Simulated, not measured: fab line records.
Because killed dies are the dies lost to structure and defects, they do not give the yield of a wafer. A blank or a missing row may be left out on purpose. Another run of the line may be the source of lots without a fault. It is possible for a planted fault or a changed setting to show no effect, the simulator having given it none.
Struck lot and sound lot, side by side	flow sfq-line	42 out of 325 route steps
Sound: these wafers, L821.1, L821.5, L821.6. Struck: wafer L834.4. (L834.5, L834.6 of the same lot were not struck and are left out.) The cause comes at the end.
Order at every step that has rows: each side's tool, ch and its chambers, its first start. Under that, the readings that differ: sound wafers	struck wafers	difference of the means	sigmas: that difference in standard deviations of wafers without a fault.
alike: readings whose means differ by less than 2 such deviations, and words and numbers that are the same on both sides. not compared: withheld readings, readings that some wafer has no value for, bounds like >300 that may hide the same value, and numbers for which the record gives no deviation and whose values overlap.
A row with sigmas, a row that says differs or no value, or rows on one side alone: a step with any of these is where the two part. Numbers that have no deviation but don't overlap get no sigmas and don't part them. A reading missing from all wafers of one side parts the sides only when that side holds two or more wafers.

first, 6 steps without rows for these wafers: SFQ_TRILAYER_L0_VIA_LITHO_COAT_018 (resist thk 62 nm); SFQ_TRILAYER_L0_VIA_LITHO_COAT_013 (resist thk 650 nm); SFQ_TRILAYER_L0_VIA_LITHO_SOFTBAKE_017; SFQ_TRILAYER_L0_VIA_LITHO_EXPOSE_014 (exposes mask L0V, target cd 700 nm); SFQ_TRILAYER_L0_VIA_LITHO_PEB_016 (peb time 60 s); SFQ_TRILAYER_L0_VIA_LITHO_DEVELOP_015 (time 60 s).
SFQ_L0V_OVL_MEAS_903:
  sound on overlay-01 at day 9 11:07; struck on overlay-01 at day 13 23:22
  alike: L0V_OVL
SFQ_TRILAYER_L0_VIA_BARC_OPEN_VIA_ETCH_021: etches BARC in O2, target depth 125 nm, time 41.7 s.
  sound on rie-diel-04 ch 1,3, day 9 11:10; struck on rie-diel-03 ch 0, day 13 23:24
reading	sound	struck	difference	sigmas
drypump-motor-current-A (A)	5.8 5.8 6.1	6.7	+0.8	+2
  alike: oes-product-au
  not compared: rf-hours-counter-h
SFQ_TRILAYER_L0_VIA_ETCH_VIA_ETCH_016: etches SiO2 in CHF3, stops on MoNx KI, target depth 80 nm.
  sound on rie-diel-04 ch 1,3, day 9 11:12; struck on rie-diel-03 ch 0, day 13 23:26
  alike: drypump-motor-current-A, oes-product-au
SFQ_TRILAYER_L0_VIA_STRIP_STRIP_017: strips in O2.
  sound on rie-metal-01 ch 0, day 9 11:14; struck on rie-metal-04 ch 0, day 13 23:40
  alike: drypump-motor-current-A, oes-product-au
  not compared: rf-hours-counter-h
then, 2 steps without rows for these wafers: SFQ_TRILAYER_L0_VIA_STRIP_SOLV_CLEAN_018 (cleans in NMP, time 600 s); SFQ_TRILAYER_M0_DEP_PRE_CLEAN_020 (time 15 s).
SFQ_TRILAYER_M0_DEP_SPUTTER_019: material Nb, target thk 200 nm, time 133.3 s.
  sound on pvd-sputter-04 at day 9 12:38; struck on pvd-sputter-03 at day 14 00:16
reading	sound	struck	difference	sigmas
model.Nb_of_TRILAYER_M0_DEP_SPUTTER_019.thk-nm (nm)	195.6 196 197.7	183.3	-13.1	
  alike: substrate-temp-c, throttle-valve-pct
SFQ_M0_RS_MEAS_904: measures by four-point-probe.
  sound on film-metro-04 at day 9 12:44; struck on film-metro-04 at day 14 00:25
reading	sound	struck	difference	sigmas
M0_NB_RS (ohm/sq)	0.910 0.908 0.901	0.972	+0.066	+5
then, 6 steps without rows for these wafers: SFQ_TRILAYER_M0_LITHO_COAT_026 (resist thk 62 nm); SFQ_TRILAYER_M0_LITHO_COAT_021 (resist thk 600 nm); SFQ_TRILAYER_M0_LITHO_SOFTBAKE_025; SFQ_TRILAYER_M0_LITHO_EXPOSE_022 (exposes mask M0, target cd 500 nm); SFQ_TRILAYER_M0_LITHO_PEB_024 (peb time 60 s); SFQ_TRILAYER_M0_LITHO_DEVELOP_023 (time 60 s).
-- the record jumps here: 6 days lie between the struck wafers' starts before and after --
SFQ_M0_OVL_MEAS_906:
  sound on overlay-01 at day 14 10:29; struck on overlay-01 at day 19 21:01
  alike: M0_OVL
then, 1 step without rows for these wafers: SFQ_TRILAYER_M0_BARC_OPEN_METAL_ETCH_031 (etches BARC in O2, target depth 125 nm, time 41.7 s).
SFQ_TRILAYER_M0_ETCH_METAL_ETCH_024: etches Nb in Cl2/Ar, stops on SiO2, target depth 240 nm, time 120 s.
  sound on rie-metal-02 ch 0,1, day 14 10:35; struck on rie-metal-03 ch 1, day 19 21:08
reading	sound	struck	difference	sigmas
oes-product-au (a.u.)	0.887 0.887 0.889	0.856	-0.032	-4
  alike: drypump-motor-current-A
  not compared: rf-hours-counter-h
then, 4 steps without rows for these wafers: SFQ_TRILAYER_M0_STRIP_STRIP_025 (strips in O2); SFQ_TRILAYER_M0_STRIP_SOLV_CLEAN_026 (cleans in NMP, time 600 s); SFQ_TRILAYER_I0_DEP_PECVD_027 (deposits SiO2 from SiH4/N2O, time 111.11 s, target thk 500 nm); SFQ_TRILAYER_I0_CMP_CMP_028 (polishes SiO2).
SFQ_I0_BOW_MEAS_907:
  sound on film-metro-01 at day 14 16:34; struck on film-metro-01 at day 20 01:07
  alike: I0_BOW
then, 7 steps without rows for these wafers: SFQ_TRILAYER_I0_METRO_MEASURE_029; SFQ_TRILAYER_I0_VIA_LITHO_COAT_036 (resist thk 62 nm); SFQ_TRILAYER_I0_VIA_LITHO_COAT_031 (resist thk 650 nm); SFQ_TRILAYER_I0_VIA_LITHO_SOFTBAKE_035; SFQ_TRILAYER_I0_VIA_LITHO_EXPOSE_032 (exposes mask I0, target cd 500 nm); SFQ_TRILAYER_I0_VIA_LITHO_PEB_034 (peb time 60 s); SFQ_TRILAYER_I0_VIA_LITHO_DEVELOP_033 (time 60 s).
-- the record jumps here: 7 days lie between the struck wafers' starts before and after --
SFQ_I0_OVL_MEAS_908:
  sound on overlay-01 at day 20 18:35; struck on overlay-02 at day 26 13:28
reading	sound	struck	difference	sigmas
I0_OVL (nm)	0 0 0	-12	-12	-2
then, 1 step without rows for these wafers: SFQ_TRILAYER_I0_VIA_BARC_OPEN_VIA_ETCH_046 (etches BARC in O2, target depth 125 nm, time 41.7 s).
SFQ_TRILAYER_I0_VIA_ETCH_VIA_ETCH_034: etches SiO2 in CHF3, stops on Nb, target depth 260 nm.
  sound on rie-diel-04 ch 0,3, day 20 18:40; struck on rie-diel-01 ch 3, day 26 13:32
  alike: drypump-motor-current-A, oes-product-au
SFQ_TRILAYER_I0_VIA_STRIP_STRIP_035: strips in O2.
  sound on rie-metal-02 ch 0,1, day 20 18:47; struck on rie-metal-04 ch 0, day 26 13:51
  alike: drypump-motor-current-A, oes-product-au
  not compared: rf-hours-counter-h
then, 2 steps without rows for these wafers: SFQ_TRILAYER_I0_VIA_STRIP_SOLV_CLEAN_036 (cleans in NMP, time 600 s); SFQ_TRILAYER_M1_DEP_PRE_CLEAN_038 (time 22.5 s).
-- the record jumps here: 59 days lie between the struck wafers' starts before and after --
SFQ_M8_BOW_MEAS_951:
  sound on film-metro-03 at day 76 05:58; struck on film-metro-01 at day 85 21:29
reading	sound	struck	difference	sigmas
model.etest.m0.ohm-um	1.825 1.827 1.818	1.934	+0.111	
model.etest.i0.link-ohm	2.003 1.993 1.99	2.048	+0.053	
model.etest.m0.ohm-sq	0.9115 0.9097 0.9019	0.9726	+0.0649	
  alike: M8_BOW

## WHERE THEY PART
Earliest at SFQ_TRILAYER_L0_VIA_BARC_OPEN_VIA_ETCH_021; latest, in this record, at SFQ_I0_OVL_MEAS_908. Later steps at which nothing parts them and some readings are alike: SFQ_TRILAYER_I0_VIA_ETCH_VIA_ETCH_034, SFQ_TRILAYER_I0_VIA_STRIP_STRIP_035, SFQ_M8_BOW_MEAS_951.

WHY: what had been put in by the simulator
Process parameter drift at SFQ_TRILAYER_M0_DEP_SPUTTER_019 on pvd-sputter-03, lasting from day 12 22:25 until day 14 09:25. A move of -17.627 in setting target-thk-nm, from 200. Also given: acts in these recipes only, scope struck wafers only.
